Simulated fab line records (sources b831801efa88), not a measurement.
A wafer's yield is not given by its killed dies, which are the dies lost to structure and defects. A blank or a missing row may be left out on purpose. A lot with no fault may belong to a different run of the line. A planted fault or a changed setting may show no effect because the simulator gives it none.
A lot that was struck, set against a sound lot -- flow sky130 -- 15 out of 708 route steps
Sound: these wafers, L450.1, L450.4, L450.5. Wafers struck: L456.1, L456.5, L456.6. Last of all comes the cause.
Each step with rows lists, per side, the tool, then ch with its chambers, then its first start. Under that, the readings that differ: sound wafers -- struck wafers -- difference of the means -- sigmas: that difference in standard deviations of wafers without a fault.
alike: same words and numbers on both sides, and readings whose means sit less than 2 such deviations apart. not compared: any withheld reading, any reading some wafer has no value for, any bound like >300 that may hide the same value, and any number with overlapping values for which the record gives no deviation.
The two part at a step that has a row with sigmas, a row that says differs or no value, or rows on one side only. When numbers do not overlap yet have no deviation, they are printed without sigmas and do not part them. A reading missing from all wafers of one side parts the sides only when that side holds two or more wafers.

first, 1 step without rows for these wafers: SKY_VIA4_DEVELOP_10 (develop time 60 s).
SKY_VIA4_OVL_MEAS_11:
  struck on overlay-01, day 46 00:10; sound on overlay-01, day 44 11:31
  alike: VIA4_OVL
SKY_VIA4_ETCH_12: etches SiO2 in C4F8/O2/Ar, stops on TiN, target depth 580 nm.
  sound on rie_diel-03 ch 0,1, day 44 11:33; struck on rie_diel-01 ch 0,3, day 46 00:12
  alike: oes_product_au
SKY_VIA4_STRIP_13: strips in O2/N2.
  sound on plasma_asher-02 ch 1, day 44 11:37; struck on plasma_asher-03 ch 0,1, day 46 00:17
  alike: drypump_motor_current_A, oes_product_au, strip_time_to_endpoint_s
  not compared: rf_hours_counter_h
then, 3 steps without rows for these wafers: SKY_VIA4_STRIP_14 (strips in post etch residue remover, time 1200 s); SKY_VIA4_CLEAN_15 (cleans in IPA, time 180 s); SKY_VIA4_CLEAN_16 (cleans in O3/DIW).
SKY_VIA4_SPUTTER_17: material TiN, target thk 20 nm, time 80 s.
  struck on pvd_sputter-02, day 46 01:02; sound on pvd_sputter-01, day 44 12:15
  alike: cathode_dc_power_W, chamber_pressure_pa, throttle_valve_pct
then, 1 step without rows for these wafers: SKY_VIA4_CVD_18 (deposits W, target thk 505 nm, time 152.14 s).
SKY_VIA4_RS_MEAS_19: the measuring method here is four-point-probe.
  struck on film_metro-02, day 46 01:18; sound on film_metro-03, day 44 12:28
  alike: VIA4_W_RS
SKY_VIA4_THK_MEAS_20: measures by xrf.
  struck on film_metro-02, day 46 01:25; sound on film_metro-03, day 44 12:35
  alike: VIA4_W_THK
SKY_VIA4_CMP_21: polishes, stops on SiO2, t overpolish 25 s, target thk 0 nm.
  sound on cmp-02 ch 0,3, day 44 12:43; struck on cmp-01 ch 1,2, day 46 02:07
  alike: motor_current_A, overpolish_run_s, retaining_ring_pressure_frac, slurry_flow_ml_min, time_to_endpoint_s
SKY_METAL5_SPUTTER_00: material Ti, target thk 15 nm, time 10 s.
  struck on pvd_sputter-02, day 46 02:25; sound on pvd_sputter-03, day 44 13:01
  no value came back on the struck wafers for cathode_dc_power_W (W), chamber_pressure_pa (Pa), throttle_valve_pct (%); on the sound wafers cathode_dc_power_W (W) reads 2999.8 3001.0 2999.5
SKY_METAL5_SPUTTER_01: material TiN, target thk 20 nm, time 16.7 s.
  struck on pvd_sputter-02, day 46 02:26; sound on pvd_sputter-03, day 44 13:02
  alike: cathode_dc_power_W, chamber_pressure_pa, throttle_valve_pct
-- the record jumps here: 3 days lie between the struck wafers' starts before and after (it left off in module METAL5 and takes up again in module PAD_OPEN, whose first step shown is number 708 of the route) --
SKY_PAD_OPEN_PROBE_99:
  struck on prober-01, day 48 16:55; sound on prober-01, day 47 03:47
reading,sound,struck,difference,sigmas
model.etest.via4_chain.rc_ohm,0.8241 0.8105 0.7713,0.8689 0.8282 0.865,+0.0521,
  alike: defect_limited_yield, killed_at_M0_to_M3, killed_at_M4_up, killed_at_contacts, killed_at_front_end, killed_at_other, killed_dies, killed_open, killed_short, sort_bin_3_pad_short, sort_bin_5_function, sort_bin_6_memory, sort_n_pass, sort_yield_pct

== WHERE THEY PART ==
Only at SKY_METAL5_SPUTTER_00, within this record. Later steps at which nothing parts them and some readings are alike: SKY_METAL5_SPUTTER_01, SKY_PAD_OPEN_PROBE_99.

WHY: what the simulator had put in
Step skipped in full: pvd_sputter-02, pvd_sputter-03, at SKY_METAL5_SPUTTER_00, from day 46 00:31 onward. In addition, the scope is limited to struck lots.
